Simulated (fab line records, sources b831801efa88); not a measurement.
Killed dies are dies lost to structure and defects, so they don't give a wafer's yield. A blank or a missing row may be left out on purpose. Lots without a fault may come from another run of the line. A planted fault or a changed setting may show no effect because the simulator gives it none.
One fault seen from 2 desks | flow gf180mcu | each desk has only its own numbers; what lay behind them comes last

THE METROLOGY DESK
What the gauges read, lot by lot, whatever tool the lot ran on: means of the sampled wafers that have a number. A lot is out of limits, marked OUT, if its mean lies more than 4 standard deviations from the usual mean; the brackets give that distance.
Columns: A = MIM_ALCU_RS at GF_MIM_RS_MEAS_10, usual 0.1602 ohm/sq
lot  | first seen here | A
L386 | day 24 20:19    | 0.1617
L387 | day 25 07:00    | 0.1622
L388 | day 25 11:11    | 0.1622
L389 | day 25 20:28    | 0.1606
L390 | day 26 01:37    | 0.1591
L397 | day 28 06:57    | 0.1608
L398 | day 28 11:02    | 0.1596
L399 | day 28 21:43    | 0.1608
L402 | day 29 13:34    | 0.1592
L404 | day 30 01:49    | 0.1609
L406 | day 30 16:46    | 0.1595
L407 | day 30 21:48    | 0.1621
L409 | day 31 11:17    | 0.1603
This desk's finding: nothing out of limits on any of the 13 lots.

THE TOOL OWNER'S DESK: pvd_sputter-04
The tool's own readings at GF_M2_SPUTTER_03 (material Ti, target thk 10 nm, time 6.7 s): means of the sampled wafers that have a number, for each lot that ran on this tool. A lot is out of limits, marked OUT, if its mean lies more than 4 standard deviations from the usual mean; the brackets give that distance.
Columns: A = throttle_valve_pct at GF_M2_SPUTTER_03, usual 30.0 %
lot  | first seen here | A
L386 | day 18 13:34    | 29.6
L387 | day 19 00:44    | 30.4
L388 | day 19 04:13    | 30.1
L389 | day 19 16:51    | 30.7
L390 | day 19 22:26    | 29.7
L398 | day 22 16:40    | 30.3
L399 | day 23 04:06    | 30.9
This desk's finding: nothing out of limits on any of the 7 lots.

PUT TOGETHER
The metrology desk saw nothing out of limits.
The tool owner's desk saw nothing out of limits.

WHAT THE SIMULATOR HAD PUT IN
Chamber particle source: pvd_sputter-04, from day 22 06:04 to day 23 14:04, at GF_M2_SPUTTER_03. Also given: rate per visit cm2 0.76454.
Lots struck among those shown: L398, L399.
